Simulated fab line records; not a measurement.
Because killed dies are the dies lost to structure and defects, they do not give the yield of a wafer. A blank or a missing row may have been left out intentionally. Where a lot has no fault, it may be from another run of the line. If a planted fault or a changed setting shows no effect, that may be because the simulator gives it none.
Split-lot trial | flow gf180mcu | 23 wafers read from 5 lots, route of 602 steps

== SPLIT DETAILS ==
At GF_TOP_METAL_DEVELOP_13 (develop time 60 s), the setting develop_time_s was moved away from the recipe's 60 s on 11 of the 23 wafers read, by +9.5% to +14.2%. All remaining wafers had this setting at the recipe value.

Between the split and the reading, the file records no step.

== THE READING ==
At GF_TOP_METAL_CD_MEAS_14: cd_nm in nanometres, against a target cd of 440 nm. Fault-free wafers of this fab line usually give 439.3 nm, standard deviation 2 nm.

wafer  | tool, chamber at the split | develop_time_s as run, s | against the recipe | cd_nm, nm | against lot-mates on the recipe
L077.4 | litho_track-02, 0          | 60                       | recipe             | 441.4     | -
L077.5 | litho_track-02, 0          | 60                       | recipe             | 441.3     | -
L077.6 | litho_track-02, 0          | 60                       | recipe             | 439.7     | -
L081.1 | litho_track-04, 0          | 65.72                    | +9.5%              | 430.6     | -8.5
L081.2 | litho_track-04, 0          | 65.72                    | +9.5%              | 432.7     | -6.4
L081.3 | litho_track-04, 0          | 60                       | recipe             | 440.5     | -
L081.5 | litho_track-04, 0          | 65.72                    | +9.5%              | 431.2     | -7.9
L081.6 | litho_track-04, 0          | 60                       | recipe             | 437.7     | -
L080.1 | litho_track-03, 0          | 66.42                    | +10.7%             | 433.6     | -9.2
L080.2 | litho_track-03, 0          | 66.42                    | +10.7%             | 433.6     | -9.2
L080.3 | litho_track-03, 0          | 60                       | recipe             | 445.0     | -
L080.4 | litho_track-03, 0          | 60                       | recipe             | 442.5     | -
L080.6 | litho_track-03, 0          | 60                       | recipe             | 440.9     | -
L083.1 | litho_track-02, 0          | 68.5                     | +14.2%             | 430.6     | -9.9
L083.2 | litho_track-02, 0          | 68.5                     | +14.2%             | 426.4     | -14.1
L083.3 | litho_track-02, 0          | 60                       | recipe             | 440.1     | -
L083.4 | litho_track-02, 0          | 60                       | recipe             | 440.8     | -
L083.5 | litho_track-02, 0          | 68.5                     | +14.2%             | 426.2     | -14.3
L084.1 | litho_track-02, 0          | 65.93                    | +9.9%              | 430.5     | -9.4
L084.2 | litho_track-02, 0          | 60                       | recipe             | 441.0     | -
L084.3 | litho_track-02, 0          | 60                       | recipe             | 438.9     | -
L084.4 | litho_track-02, 0          | 65.93                    | +9.9%              | 431.1     | -8.8
L084.5 | litho_track-02, 0          | 65.93                    | +9.9%              | 431.3     | -8.6

THE FIT
A straight line over all 23 wafers: cd_nm changes by -0.907 nm for each +1% of develop_time_s; r = -0.95; the points scatter about the line by 1.8 nm.
The same after taking each lot's own level away (the mean of its wafers on the recipe; 23 wafers): -0.878 nm for each +1%; r = -0.97; scatter 1.3 nm.
That fit puts the effect of the largest move of develop_time_s on the reading at 12 nm.
Across the lots, their own levels run from 439.10 to 442.80 nm, a range of 1.8 times the standard deviation given above.
Hence the lot-to-lot level has little effect on the slope; both slopes agree.
Check: with one of the wafers moved furthest among these (+14.2%) left out of the fit, the line predicts -12.8 nm for it against its lot-mates. Against them it came out at -9.85 nm.

== OTHER SPLITS APPLIED TO THESE WAFERS ==
Note: prior to the reading, these wafers also went through further splits. Each is held against what the fit with the lots' levels taken away leaves over:
other split on the same wafers | wafers away from the commonest value | r with cd_nm (lot level and that fit taken away)
GF_M5_PEB_05 peb_temp_c        | 11                                   | +0.23
GF_V5_SPUTTER_21 power_w       | 8                                    | +0.03

== THE FILE'S OWN FIT ==
cd_nm changes by -0.873 nm for each +1% of develop_time_s, r = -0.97.
